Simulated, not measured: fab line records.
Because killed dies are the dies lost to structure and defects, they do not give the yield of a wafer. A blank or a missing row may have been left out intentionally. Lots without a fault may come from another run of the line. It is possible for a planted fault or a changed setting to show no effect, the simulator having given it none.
The same fault as seen by 2 desks || flow sky130 || each desk holds nothing but its own numbers, with what lay behind them at the end

## METROLOGY DESK
Lot by lot, what the gauges showed, no matter which tool ran the lot: averages of those sampled wafers that carry a number. Any lot whose mean is over 4 standard deviations away from the usual mean is out of limits and marked OUT; that distance is given in the brackets.
Columns: A = VIA1_BOW at SKY_VIA1_BOW_MEAS_03, usual 80 um; B = METAL2_OVL at SKY_METAL2_OVL_MEAS_16, usual -2 nm; C = cd-nm at SKY_METAL3_CD_MEAS_13, usual 299.3 nm
{"lot": "L721", "first seen here": "day 32 19:13", "A": 82, "B": -4, "C": 297.1}
{"lot": "L726", "first seen here": "day 34 03:43", "A": 76, "B": -0, "C": 300.1}
{"lot": "L727", "first seen here": "day 34 11:13", "A": 76, "B": 1, "C": 301.2}
{"lot": "L729", "first seen here": "day 35 15:56", "A": 76, "B": 6, "C": 299.9}
{"lot": "L730", "first seen here": "day 35 16:23", "A": 77, "B": -5, "C": 300.5}
{"lot": "L734", "first seen here": "day 37 09:19", "A": 76, "B": -4, "C": 300.9}
{"lot": "L735", "first seen here": "day 37 12:43", "A": 75, "B": 0, "C": 298.6}
{"lot": "L736", "first seen here": "day 37 22:57", "A": 76, "B": 5, "C": 298.7}
{"lot": "L739", "first seen here": "day 38 02:02", "A": 77, "B": -8, "C": 297.6}
{"lot": "L737", "first seen here": "day 38 03:53", "A": 76, "B": -2, "C": 299.4}
{"lot": "L738", "first seen here": "day 38 06:32", "A": 84, "B": 4, "C": 298.8}
{"lot": "L740", "first seen here": "day 38 11:26", "A": 76, "B": -6, "C": 301.0}
{"lot": "L742", "first seen here": "day 39 01:55", "A": 89, "B": 1, "C": 299.3}
{"lot": "L743", "first seen here": "day 39 11:31", "A": 78, "B": -11, "C": 299.3}
{"lot": "L744", "first seen here": "day 39 15:59", "A": 74, "B": 2, "C": 301.1}
This desk's finding: nothing out of limits on any of the 15 lots.

## AT THE TOOL OWNER'S DESK: litho-track-04
The tool's own readings at SKY_SD_N_DEVELOP_06 (develop time 60 s): means of the sampled wafers that have a number, for each lot that ran on this tool. Any lot whose mean is over 4 standard deviations away from the usual mean is out of limits and marked OUT; that distance is given in the brackets.
Columns: A = developer-temp-C at SKY_SD_N_DEVELOP_06, usual 23.01 C
{"lot": "L727", "first seen here": "day 29 10:04", "A": "22.05 (-9.6) OUT"}
{"lot": "L729", "first seen here": "day 30 17:35", "A": "22.11 (-9.0) OUT"}
{"lot": "L730", "first seen here": "day 30 18:29", "A": "22.19 (-8.2) OUT"}
{"lot": "L744", "first seen here": "day 35 02:16", "A": 23.12}
This desk's verdict: out of limits on L727, L729, L730, starting with L727 at day 29 10:04 (developer-temp-C at SKY_SD_N_DEVELOP_06). L744 stayed within limits.

## TAKEN TOGETHER
At day 29 10:04, on L727, L729, L730, the tool owner's desk was in a position to raise an alarm.
At the metrology desk, nothing out of limits was observed.
The metrology desk holds a record of L727, L729, L730, inside its limits.
Of the lots named, all ran SKY_SD_N_DEVELOP_06 on litho-track-04.

## WHAT HAD BEEN PUT IN BY THE SIMULATOR
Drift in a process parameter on litho-track-04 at SKY_SD_N_DEVELOP_06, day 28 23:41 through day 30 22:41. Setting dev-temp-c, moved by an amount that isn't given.
Shown lots that were struck: L727, L729, L730.
Hours from the fault's start to each desk's first reading out of limits: the tool owner's desk, 10.
